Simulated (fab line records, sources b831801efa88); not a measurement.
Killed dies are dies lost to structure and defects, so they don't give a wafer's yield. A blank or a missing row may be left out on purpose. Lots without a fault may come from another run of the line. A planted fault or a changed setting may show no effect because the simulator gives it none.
fab line records | flow sky130
record lots=13 wafers=39 last_day=50
route steps=708 shown POLY_GATE@228 LDD_N@254 LDD_HVN@275 PAD_OPEN@708
lots that met no fault: from a run of the same line without faults
start_h: hours from the record's first day to the start of the lot's first wafer shown | wait_h: hours since the lot's step before | " the same as in the row above | L1.1+2: a row that stands for several wafers | - no value, or no start given | * or withheld: withheld | < > ~ a bound
route shown NAME@n: a module of which the file shows steps, and the number in the route of the first | usual: mean/standard deviation of fault-free wafers | same: alike in all rows | chamber/n: place in a boat | sites: the reading at each site | _std_site: their standard deviation | _edge_site: outer sites' mean less inner sites' | radius_mm: how far each site lies from the wafer's centre | mask NAME#n: copy n | behind: the tool/chamber that last shaped the wafer | hold: why the lot was held/for how many hours/how that ended | device: the transistor (n, p or np) that didn't switch | end of line: the same wafers' tests at the end of the route | a step without rows: its recipe alone | killed: dies lost to structure and defects at the first sort, not the wafer's yield | map: a wafer's dies, x killed, . not, _ none there
set.NAME: the setting as run; set.NAME@STEP: as run at that earlier step | model.NAME: the simulator's own value behind a step, which no gauge read
steps of the route over a sample of lots; a table a step, a row a wafer
services: from which hour (start_h, from the record's first day; less than 0 if before it) a tool's chamber was out of use, for how many hours, and why
## steps
# step SKY_POLY_GATE_OVL_MEAS_14
# usual POLY_GATE_OVL=2/5.1
# columns lot.wafer tool chamber start_h wait_h POLY_GATE_OVL[nm]
L112.2 overlay-02 - 365.02 0.1 4
L112.3 " - " " -5
L112.4 " - " " 2
L113.2 overlay-01 - 375.71 0.1 7
L113.3 " - " " 0
L113.5 " - " " 5
L114.1 overlay-01 - 380.01 0.1 -2
L114.2 " - " " 3
L114.6 " - " " -2
L116.1 overlay-02 - 405.85 0.1 0
L116.5 " - " " -2
L116.6 " - " " 1
L118.3 overlay-01 - 422.96 0.1 -3
L118.4 " - " " 1
L118.5 " - " " -8
L123.2 overlay-01 - 475.81 0.1 6
L123.4 " - " " 7
L123.6 " - " " 11
L124.1 overlay-02 - 484.35 0.1 -8
L124.4 " - " " -2
L124.5 " - " " -6
L129.2 overlay-02 - 524.11 0.1 1
L129.5 " - " " 3
L129.6 " - " " 0
L131.1 overlay-01 - 548.80 0.1 5
L131.2 " - " " 6
L131.5 " - " " -5
L132.4 overlay-01 - 558.78 0.1 -4
L132.5 " - " " -6
L132.6 " - " " -7
L133.1 overlay-01 - 561.45 0.1 -5
L133.4 " - " " 6
L133.5 " - " " 3
L135.1 overlay-02 - 565.05 0.1 2
L135.4 " - " " 12
L135.5 " - " " 12
L134.2 overlay-01 - 566.66 0.1 4
L134.3 " - " " 5
L134.4 " - " " -2
# step SKY_POLY_GATE_CD_MEAS_22
# usual cd_nm=149.7/2.1
# columns lot.wafer tool chamber start_h wait_h cd_nm
L112.2 cd_sem-02 - 368.76 0.1 149.9
L112.3 " - " " 147.2
L112.4 " - " " 148.9
L113.2 cd_sem-01 - 378.10 0.1 153.7
L113.3 " - " " 150.2
L113.5 " - " " 153.2
L114.1 cd_sem-02 - 382.94 0.1 151.4
L114.2 " - " " 147.3
L114.6 " - " " 151.0
L116.1 cd_sem-01 - 408.21 0.1 149.3
L116.5 " - " " 150.4
L116.6 " - " " 148.4
L118.3 cd_sem-02 - 425.98 0.1 147.8
L118.4 " - " " 147.7
L118.5 " - " " 149.2
L123.2 cd_sem-02 - 477.57 0.1 151.3
L123.4 " - " " 151.8
L123.6 " - " " 150.8
L124.1 cd_sem-01 - 486.53 0.1 150.5
L124.4 " - " " 147.6
L124.5 " - " " 148.8
L129.2 cd_sem-01 - 525.86 0.1 146.9
L129.5 " - " " 145.2
L129.6 " - " " 146.4
L131.1 cd_sem-01 - 550.53 0.1 148.2
L131.2 " - " " 149.2
L131.5 " - " " 150.5
L132.4 cd_sem-01 - 560.58 0.1 151.3
L132.5 " - " " 151.8
L132.6 " - " " 151.2
L133.1 cd_sem-02 - 563.23 0.1 149.5
L133.4 " - " " 151.6
L133.5 " - " " 150.5
L135.1 cd_sem-02 - 566.78 0.1 147.4
L135.4 " - " " 146.6
L135.5 " - " " 149.5
L134.2 cd_sem-02 - 568.41 0.1 146.2
L134.3 " - " " 149.2
L134.4 " - " " 148.9
# step SKY_LDD_N_TW_MEAS_17
# usual LDD_N_TW=2596/22
# columns lot.wafer tool chamber start_h wait_h LDD_N_TW
L112.2 film_metro-01 - 398.52 0.1 2636
L112.3 " - " " 2634
L112.4 " - " " 2643
L113.2 film_metro-03 - 407.87 0.1 2592
L113.3 " - " " 2596
L113.5 " - " " 2587
L114.1 film_metro-01 - 413.23 0.1 2644
L114.2 " - " " 2629
L114.6 " - " " 2635
L116.1 film_metro-03 - 440.22 0.1 2595
L116.5 " - " " 2595
L116.6 " - " " 2602
L118.3 film_metro-01 - 458.48 0.1 2620
L118.4 " - " " 2622
L118.5 " - " " 2637
L123.2 film_metro-01 - 509.48 0.1 2610
L123.4 " - " " 2603
L123.6 " - " " 2621
L124.1 film_metro-04 - 517.92 0.1 2585
L124.4 " - " " 2577
L124.5 " - " " 2590
L129.2 film_metro-04 - 557.67 0.1 2581
L129.5 " - " " 2567
L129.6 " - " " 2580
L131.1 film_metro-01 - 581.82 0.1 2617
L131.2 " - " " 2606
L131.5 " - " " 2617
L132.4 film_metro-04 - 591.96 0.1 2584
L132.5 " - " " 2587
L132.6 " - " " 2597
L133.1 film_metro-03 - 594.31 0.1 2581
L133.4 " - " " 2577
L133.5 " - " " 2578
L135.1 film_metro-03 - 598.07 0.1 2592
L135.4 " - " " 2589
L135.5 " - " " 2605
L134.2 film_metro-01 - 599.79 0.1 2618
L134.3 " - " " 2621
L134.4 " - " " 2619
# step SKY_LDD_HVN_IMPLANT_08
# recipe species=P energy_kev=60 dose_cm2=3.054e+13 tilt_deg=40
# usual beam_energy_keV=60.004/0.017
# columns lot.wafer tool chamber start_h wait_h beam_energy_keV
L112.2 implanter-02 0 458.48 0.0 60.012
L112.3 " 0 " " 59.987
L112.4 " 0 " " 60.009
L113.2 implanter-01 0 468.30 0.0 59.993
L113.3 " 0 " " 59.999
L113.5 " 0 " " 60.012
L114.1 implanter-04 0 473.61 0.0 60.010
L114.2 " 0 " " 60.001
L114.6 " 0 " " 59.985
L116.1 implanter-01 0 502.17 0.0 60.044
L116.5 " 0 " " 60.008
L116.6 " 0 " " 60.009
L118.3 implanter-04 0 520.42 0.1 59.980
L118.4 " 0 " " 60.019
L118.5 " 0 " " 60.000
L123.2 implanter-04 0 568.99 0.0 74.350
L123.4 " 0 " " 74.381
L123.6 " 0 " " 74.390
L124.1 implanter-04 0 577.61 0.0 74.379
L124.4 " 0 " " 74.363
L124.5 " 0 " " 74.374
L129.2 implanter-02 0 617.60 0.0 60.012
L129.5 " 0 " " 60.044
L129.6 " 0 " " 60.022
L131.1 implanter-04 0 639.46 0.0 60.022
L131.2 " 0 " " 59.994
L131.5 " 0 " " 60.000
L132.4 implanter-02 0 649.94 0.1 60.010
L132.5 " 0 " " 60.002
L132.6 " 0 " " 60.037
L133.1 implanter-04 0 652.72 0.0 59.978
L133.4 " 0 " " 60.009
L133.5 " 0 " " 59.985
L135.1 implanter-04 0 656.36 0.0 60.005
L135.4 " 0 " " 60.021
L135.5 " 0 " " 60.002
L134.2 implanter-02 0 658.53 0.0 59.997
L134.3 " 0 " " 59.976
L134.4 " 0 " " 60.022
# step SKY_LDD_HVN_TW_MEAS_10
# usual LDD_HVN_TW=1460/11
# columns lot.wafer tool chamber start_h wait_h hold LDD_HVN_TW
L112.2 film_metro-01 - 458.72 0.1 - 1461
L112.3 " - " " - 1466
L112.4 " - " " - 1466
L113.2 film_metro-02 - 468.54 0.1 - 1470
L113.3 " - " " - 1461
L113.5 " - " " - 1459
L114.1 film_metro-02 - 473.86 0.1 - 1468
L114.2 " - " " - 1459
L114.6 " - " " - 1467
L116.1 film_metro-03 - 502.42 0.1 - 1444
L116.5 " - " " - 1451
L116.6 " - " " - 1439
L118.3 film_metro-01 - 520.64 0.1 - 1456
L118.4 " - " " - 1453
L118.5 " - " " - 1465
L123.2 film_metro-02 - 569.23 0.1 await_dispo/0.2h/release 1559
L123.4 " - " " await_dispo/0.2h/release 1554
L123.6 " - " " await_dispo/0.2h/release 1560
L123.2 film_metro-02 - 569.45 0.2 - 1559
L123.4 " - " " - 1561
L123.6 " - " " - 1562
L124.1 film_metro-01 - 577.86 0.1 await_dispo/0.2h/release 1548
L124.4 " - " " await_dispo/0.2h/release 1544
L124.5 " - " " await_dispo/0.2h/release 1544
L124.1 film_metro-01 - 578.19 0.3 - 1549
L124.4 " - " " - 1545
L124.5 " - " " - 1545
L129.2 film_metro-02 - 617.84 0.1 - 1471
L129.5 " - " " - 1476
L129.6 " - " " - 1481
L131.1 film_metro-03 - 639.71 0.1 - 1452
L131.2 " - " " - 1455
L131.5 " - " " - 1448
L132.4 film_metro-01 - 650.15 0.1 - 1467
L132.5 " - " " - 1469
L132.6 " - " " - 1465
L133.1 film_metro-01 - 652.97 0.1 - 1465
L133.4 " - " " - 1466
L133.5 " - " " - 1463
L135.1 film_metro-03 - 656.61 0.1 - 1446
L135.4 " - " " - 1445
L135.5 " - " " - 1446
L134.2 film_metro-01 - 658.77 0.1 - 1465
L134.3 " - " " - 1470
L134.4 " - " " - 1468
# step SKY_PAD_OPEN_PROBE_99
# usual killed_at_M0_to_M3=44/7 killed_at_M4_up=3.2/2 killed_at_contacts=25/5.3 killed_at_front_end=15/4.3 killed_at_other=0.3/0.54 killed_dies=86/8.7 killed_on_rim=17/3.6 killed_open=47/6.4 killed_short=39/5.6
# same gross_dies=492 killed_at_back_side=0
# columns lot.wafer tool chamber start_h wait_h killed_at_M0_to_M3 killed_at_M4_up killed_at_contacts killed_at_front_end killed_at_other killed_dies killed_on_rim killed_open killed_short
L112.2 prober-01 - 1070.75 0.1 47 3 20 26 1 97 16 53 44
L112.3 prober-01 - 1070.80 0.2 33 1 24 21 0 79 15 47 32
L112.4 prober-01 - 1070.85 0.2 43 5 14 12 0 74 12 45 29
L124.5 prober-01 - 1146.66 0.2 42 1 26 19 0 88 14 43 45
# killed by level:class
L112.2 VIA1:geometric_particle:open=10 VIA2:geometric_particle:open=8 FIELD_ISO:geometric_particle:open=6 VIA3:geometric_particle:open=6 FIELD_ISO:geometric_particle:short=5 POLY_GATE:geometric_particle:open=5 LI_CONTACT:geometric_particle:open=5 CONTACT:geometric_particle:open=5
L112.3 LI_CONTACT:geometric_particle:open=11 VIA1:geometric_particle:open=9 FIELD_ISO:geometric_particle:short=5 POLY_GATE:geometric_particle:short=5 CONTACT:geometric_particle:open=5 METAL1:geometric_particle:short=5 CONTACT:geometric_particle:short=4 METAL1:geometric_particle:open=4
L112.4 VIA2:geometric_particle:open=9 VIA1:geometric_particle:open=8 VIA3:geometric_particle:open=8 METAL2:geometric_particle:short=6 CONTACT:geometric_particle:open=5 POLY_GATE:geometric_particle:short=4 LI_CONTACT:geometric_particle:open=4 FIELD_ISO:geometric_particle:open=3
L124.5 CONTACT:geometric_particle:open=7 CONTACT:geometric_particle:short=7 VIA3:geometric_particle:open=7 METAL2:geometric_particle:short=7 VIA2:geometric_particle:open=7 POLY_GATE:geometric_particle:short=6 LI_CONTACT:geometric_particle:open=6 FIELD_ISO:geometric_particle:open=5
## services
# columns tool chamber start_h hours kind
implanter-01 - 455.45 3.8 pm
implanter-04 - 459.14 11.1 repair
implanter-02 - 473.36 105.9 repair
implanter-04 - 480.74 5.0 pm
implanter-02 - 498.30 3.9 repair
implanter-01 - 561.32 99.3 pm
implanter-04 - 591.83 3.2 pm
## key
first_sign step=SKY_LDD_HVN_IMPLANT_08 reading=beam_energy_keV direction=up sigmas=99+ usual=* struck=*
effect step=SKY_LDD_HVN_TW_MEAS_10 reading=visit direction=added
effect step=SKY_LDD_HVN_TW_MEAS_10 reading=LDD_HVN_TW direction=up sigmas=8.4 usual=1460 struck=1551
met_at SKY_LDD_HVN_IMPLANT_08
struck_lots L123,L124
tester_left_out L123,L124
not_acting_at SKY_POLY_GATE_OVL_MEAS_14,SKY_POLY_GATE_CD_MEAS_22,SKY_LDD_N_TW_MEAS_17
onset_between 520.42 568.99
fault kind=process_parameter_drift tool=implanter-04 chamber=- onset_h=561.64 steps=SKY_LDD_HVN_IMPLANT_08 channel=energy_kev offset=* shape=step end_h=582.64 acts_in=* stated=*
# tester_left_out: of these lots the tester's yield and bins aren't shown, on N5 and GAA mostly nor the transistor test; their killed dies are dies lost to structure and defects alone, not to doping, threshold or leakage, so they don't give the yield
